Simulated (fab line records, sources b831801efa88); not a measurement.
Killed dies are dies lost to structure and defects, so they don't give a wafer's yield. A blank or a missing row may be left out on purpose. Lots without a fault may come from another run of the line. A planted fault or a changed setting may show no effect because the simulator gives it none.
A struck lot beside a sound one | flow sfq_line | 15 steps out of a route of 325
Sound: wafers L734.3, L734.5, L734.6. Struck: wafer L744.6. (L744.3, L744.4 of the same lot were not struck and are left out.) The cause comes at the end.
At each step with rows: each side's tool, then ch and its chambers, then its first start. Under that, the readings that differ: sound wafers | struck wafers | difference of the means | sigmas: that difference in standard deviations of wafers without a fault.
alike: readings whose means differ by less than 2 such deviations, and words and numbers that are the same on both sides. not compared: withheld readings, readings that some wafer has no value for, bounds like >300 that may hide the same value, and numbers for which the record gives no deviation and whose values overlap.
The two part at a step that has a row with sigmas, a row that says differs or no value, or rows on one side only. Numbers that don't overlap but have no deviation are shown without sigmas and don't part them. A reading that every wafer of one side lacks parts them only if that side has two wafers or more.

first, 1 step without rows for these wafers: SFQ_TRILAYER_M1_STRIP_SOLV_CLEAN_044 (cleans in NMP, time 600 s).
SFQ_TRILAYER_I1_DEP_PECVD_045: deposits SiO2 from SiH4/N2O, time 111.11 s, target thk 500 nm.
  sound on pecvd-03 ch 0,2, day 24 19:36; struck on pecvd-02 ch 2, day 28 21:28
  alike: heater_power_w, throttle_valve_pct
SFQ_TRILAYER_I1_CMP_CMP_046: polishes SiO2.
  sound on cmp-01 ch 0,1, day 24 19:41; struck on cmp-02 ch 0, day 29 00:03
  alike: motor_current_A, time_to_endpoint_s
SFQ_I1_BOW_MEAS_912:
  sound on film_metro-04, day 24 22:43; struck on film_metro-02, day 29 00:35
  alike: I1_BOW
SFQ_TRILAYER_I1_METRO_MEASURE_047:
  sound on film_metro-04, day 24 23:12; struck on film_metro-02, day 29 01:04
  alike: thk_nm
then, 6 steps without rows for these wafers: SFQ_TRILAYER_I1_VIA_LITHO_COAT_054 (resist thk 62 nm); SFQ_TRILAYER_I1_VIA_LITHO_COAT_049 (resist thk 650 nm); SFQ_TRILAYER_I1_VIA_LITHO_SOFTBAKE_053; SFQ_TRILAYER_I1_VIA_LITHO_EXPOSE_050 (exposes mask I1, target cd 500 nm); SFQ_TRILAYER_I1_VIA_LITHO_PEB_052 (peb time 60 s); SFQ_TRILAYER_I1_VIA_LITHO_DEVELOP_051 (time 60 s).
-- the record jumps here: 5 days lie between the struck wafers' starts before and after --
SFQ_I1_OVL_MEAS_913:
  sound on overlay-02, day 31 15:23; struck on overlay-02, day 34 05:53
  alike: I1_OVL
SFQ_TRILAYER_I1_VIA_BARC_OPEN_VIA_ETCH_071: etches BARC in O2, target depth 125 nm, time 41.7 s.
  sound on rie_diel-02 ch 0,2,3, day 31 15:25; struck on rie_diel-03 ch 3, day 34 05:55
  reading                                                 | sound           | struck | difference | sigmas
  model.KrF_of_TRILAYER_I1_VIA_LITHO_COAT_049.thk_nm (nm) | 577.6 576.9 577 | 584.1  | +6.9       |
  alike: drypump_motor_current_A, oes_product_au
  not compared: rf_hours_counter_h
SFQ_TRILAYER_I1_VIA_ETCH_VIA_ETCH_052: etches SiO2 in CHF3, stops on Nb, target depth 260 nm.
  sound on rie_diel-02 ch 0,2,3, day 31 15:27; struck on rie_diel-03 ch 3, day 34 05:57
  reading                                                 | sound             | struck | difference | sigmas
  model.KrF_of_TRILAYER_I1_VIA_LITHO_COAT_049.thk_nm (nm) | 534.2 532.3 533.2 | 539.2  | +6.0       |
  alike: drypump_motor_current_A, oes_product_au
SFQ_TRILAYER_I1_VIA_STRIP_STRIP_053: strips in O2.
  sound on rie_metal-02 ch 0,1, day 31 15:46; struck on rie_metal-03 ch 0, day 34 06:16
  reading               | sound             | struck | difference | sigmas
  oes_product_au (a.u.) | 0.983 0.989 0.978 | 1.010  | +0.027     | +3
  alike: drypump_motor_current_A
  not compared: rf_hours_counter_h

WHERE THEY PART
Only at SFQ_TRILAYER_I1_VIA_STRIP_STRIP_053, within this record.

WHY: what the simulator had put in
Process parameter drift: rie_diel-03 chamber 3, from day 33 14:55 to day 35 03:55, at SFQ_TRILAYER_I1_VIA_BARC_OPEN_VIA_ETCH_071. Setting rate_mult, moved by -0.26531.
